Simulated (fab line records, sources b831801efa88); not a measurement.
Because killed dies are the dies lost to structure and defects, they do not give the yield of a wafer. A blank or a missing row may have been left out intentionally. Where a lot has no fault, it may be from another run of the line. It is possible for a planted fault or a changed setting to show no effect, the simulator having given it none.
Matching of chambers + flow sky130 + SKY_FIELD_ISO_ETCH_17 on rie-si-02: 4 sister chambers
The step etches Si in HBr/Cl2/O2, target depth 342 nm, time 97.7 s. 16 wafers are shown with their chamber, then 8 later ones without.

WAFERS, EACH WITH ITS CHAMBER
| wafer  | chamber | drypump-motor-current-A (A) | oes-product-au (a.u.) | bias-w (W) |
|--------|---------|-----------------------------|-----------------------|------------|
| L963.1 | 3       | 6.3                         | 1.030                 | 150.3      |
| L963.4 | 1       | 5.2                         | 0.999                 | 150.4      |
| L963.5 | 0       | 6.0                         | 1.013                 | 150.5      |
| L964.4 | 0       | 6.0                         | 1.008                 | 150.0      |
| L964.5 | 0       | 6.1                         | 1.009                 | 150.1      |
| L964.6 | 1       | 5.2                         | 1.004                 | 149.7      |
| L968.1 | 1       | 5.2                         | 1.001                 | 150.3      |
| L968.3 | 3       | 6.3                         | 1.008                 | 149.6      |
| L968.6 | 3       | 6.3                         | 1.022                 | 149.5      |
| L969.1 | 1       | 5.2                         | 1.007                 | 150.6      |
| L969.3 | 2       | 4.9                         | 1.001                 | 149.3      |
| L969.4 | 3       | 6.3                         | 1.023                 | 149.0      |
| L972.1 | 1       | 5.2                         | 1.002                 | 149.9      |
| L972.3 | 0       | 6.0                         | 1.004                 | 150.2      |
| L972.6 | 3       | 6.3                         | 1.013                 | 150.3      |
| L982.2 | 3       | 6.3                         | 1.022                 | 149.1      |

SIGNATURES, as means of the wafers listed above
| reading                 | chamber 0 | chamber 1 | chamber 2 | chamber 3 | scatter within a chamber |
|-------------------------|-----------|-----------|-----------|-----------|--------------------------|
| drypump-motor-current-A | 6.025     | 5.200     | 4.900     | 6.300     | 0.025                    |
| oes-product-au          | 1.00850   | 1.00260   | 1.00100   | 1.01967   | 0.00568                  |
| bias-w                  | 150.200   | 150.180   | 149.300   | 149.633   | 0.436                    |
Rule: a wafer's distance from a chamber is the root of the sum, over the readings, of the square of ((its reading less the chamber's mean) divided by the reading's scatter). The wafer belongs to the nearest chamber; if the next one is less than 2 further off, it can't be placed. How the scatter is found: for the shown wafers, subtract from each reading the mean of its chamber, square and add these, divide the total by (wafers less chambers), then take the root.

WAFERS MISSING THEIR CHAMBER
| wafer  | drypump-motor-current-A (A) | oes-product-au (a.u.) | bias-w (W) |
|--------|-----------------------------|-----------------------|------------|
| L982.4 | 5.2                         | 1.000                 | 150.5      |
| L982.6 | 6.0                         | 1.016                 | 148.8      |
| L986.1 | 6.1                         | 0.994                 | 149.6      |
| L986.5 | 6.3                         | 1.011                 | 149.9      |
| L986.6 | 6.1                         | 1.001                 | 150.8      |
| L984.1 | 5.2                         | 0.981                 | 150.2      |
| L984.3 | 6.3                         | 1.008                 | 150.1      |
| L984.5 | 5.2                         | 0.990                 | 150.5      |

WHICH CHAMBER EACH WENT THROUGH
| wafer  | from the rows above | in truth |
|--------|---------------------|----------|
| L982.4 | 1                   | 1        |
| L982.6 | 0                   | 0        |
| L986.1 | 0                   | 0        |
| L986.5 | 3                   | 3        |
| L986.6 | 0                   | 0        |
| L984.1 | 1                   | 1        |
| L984.3 | 3                   | 3        |
| L984.5 | 1                   | 1        |
Correctly placed: 8 of 8. Number that these rows cannot place: 0. Wrongly placed: 0.
